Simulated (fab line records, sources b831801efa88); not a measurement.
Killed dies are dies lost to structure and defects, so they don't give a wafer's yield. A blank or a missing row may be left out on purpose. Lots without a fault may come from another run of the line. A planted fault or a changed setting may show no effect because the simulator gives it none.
A struck lot beside a sound one | flow sky130 | 17 steps out of a route of 708
Sound: wafers L749.2, L749.4, L749.6. Struck: wafers L753.4, L753.5. (L753.6 of the same lot was not struck and is left out.) The cause comes at the end.
At each step with rows: each side's tool, then ch and its chambers, then its first start. Under that, the readings that differ: sound wafers | struck wafers | difference of the means | sigmas: that difference in standard deviations of wafers without a fault.
alike: readings whose means differ by less than 2 such deviations, and words and numbers that are the same on both sides. not compared: withheld readings, readings that some wafer has no value for, bounds like >300 that may hide the same value, and numbers for which the record gives no deviation and whose values overlap.
The two part at a step that has a row with sigmas, a row that says differs or no value, or rows on one side only. Numbers that don't overlap but have no deviation are shown without sigmas and don't part them. A reading that every wafer of one side lacks parts them only if that side has two wafers or more.

first, 3 steps without rows for these wafers: SKY_VIA2_EXPOSE_09 (exposes mask VIM2, target cd 200 nm); SKY_VIA2_PEB_10; SKY_VIA2_DEVELOP_11 (develop time 60 s).
SKY_VIA2_CD_MEAS_12: target cd 200 nm.
  sound on cd_sem-01, day 40 00:04; struck on cd_sem-02, day 41 02:24
  alike: cd_nm
SKY_VIA2_OVL_MEAS_13:
  sound on overlay-02, day 40 00:10; struck on overlay-01, day 41 02:29
  alike: VIA2_OVL
SKY_VIA2_ETCH_14: etches BARC in N2/H2, stops on SiO2, time 45.9 s, target depth 60 nm.
  sound on rie_diel-02 ch 0,1,2, day 40 00:12; struck on rie_diel-04 ch 1,2, day 41 02:30
  alike: bias_w, drypump_motor_current_A, n2_flow_sccm, oes_product_au, throttle_valve_pct
  not compared: rf_hours_counter_h
SKY_VIA2_ETCH_15: etches SiO2 in C4F8/O2/Ar, stops on TiN, target depth 546 nm, time 84 s.
  sound on rie_diel-02 ch 0,1,2, day 40 00:15; struck on rie_diel-04 ch 1,2, day 41 02:32
  alike: bias_w, oes_product_au
  not compared: rf_hours_counter_h
SKY_VIA2_STRIP_16: strips in O2/N2.
  sound on plasma_asher-01 ch 0,1, day 40 00:19; struck on plasma_asher-04 ch 1, day 41 02:38
  alike: drypump_motor_current_A, n2_flow_sccm, oes_product_au, strip_time_to_endpoint_s
  not compared: rf_hours_counter_h
then, 3 steps without rows for these wafers: SKY_VIA2_STRIP_17 (strips in post etch residue remover, time 1200 s); SKY_VIA2_CLEAN_18 (cleans in IPA, time 180 s); SKY_VIA2_CLEAN_19 (cleans in O3/DIW).
SKY_VIA2_SPUTTER_20: material TiN, target thk 20 nm, time 80 s.
  sound on pvd_sputter-01, day 40 00:55; struck on pvd_sputter-02, day 41 03:14
  reading                  | sound             | struck      | difference | sigmas
  chamber_pressure_pa (Pa) | 4.981 5.003 4.977 | 4.994 5.025 | +0.022     | +2
  alike: throttle_valve_pct
SKY_VIA2_CVD_21: deposits W, target thk 420 nm, time 126.4 s.
  sound on cvd_w-01 ch 0,1, day 40 00:58; struck on cvd_w-02 ch 0, day 41 03:20
  reading                            | sound             | struck      | difference | sigmas
  chamber_pressure_Torr (Torr)       | 40.00 40.01 40.15 | 45.44 45.45 | +5.39      | +60
  model.W_of_VIA2_CVD_21.thk_nm (nm) | 412.4 412.3 414.1 | 452.9 452.7 | +39.9      |
  alike: heater_power_w
SKY_VIA2_RS_MEAS_22: measures by four-point-probe.
  sound on film_metro-01, day 40 01:07; struck on film_metro-03, day 41 03:29
  reading            | sound                | struck        | difference | sigmas
  VIA2_W_RS (ohm/sq) | 0.2778 0.2781 0.2774 | 0.2519 0.2524 | -0.0256    | -9
SKY_VIA2_THK_MEAS_23: measures by xrf.
  sound on film_metro-01, day 40 01:14; struck on film_metro-03, day 41 03:34
  reading         | sound       | struck  | difference | sigmas
  VIA2_W_THK (nm) | 420 419 421 | 448 451 | +30        | +3
SKY_VIA2_CMP_24: polishes, stops on SiO2, t overpolish 20 s, target thk 0 nm.
  sound on cmp-01 ch 0,1, day 40 01:17; struck on cmp-01 ch 1,3, day 41 03:42
  alike: head_pressure_psi, motor_current_A
-- the record jumps here: 8 days lie between the struck wafers' starts before and after (it left off in module VIA2 and takes up again in module PAD_OPEN, whose first step shown is number 708 of the route) --
SKY_PAD_OPEN_PROBE_99:
  sound on prober-02, day 48 20:13; struck on prober-02, day 49 12:40
  alike: defect_limited_yield, killed_at_M0_to_M3, killed_at_M4_up, killed_at_contacts, killed_at_front_end, killed_at_other, killed_dies, killed_open, killed_short, sort_bin_3_pad_short, sort_bin_5_function, sort_bin_6_memory, sort_n_pass, sort_yield_pct

WHERE THEY PART
First at SKY_VIA2_SPUTTER_20; last, within this record, at SKY_VIA2_THK_MEAS_23. Later steps at which nothing parts them and some readings are alike: SKY_VIA2_CMP_24, SKY_PAD_OPEN_PROBE_99.

WHY: what the simulator had put in
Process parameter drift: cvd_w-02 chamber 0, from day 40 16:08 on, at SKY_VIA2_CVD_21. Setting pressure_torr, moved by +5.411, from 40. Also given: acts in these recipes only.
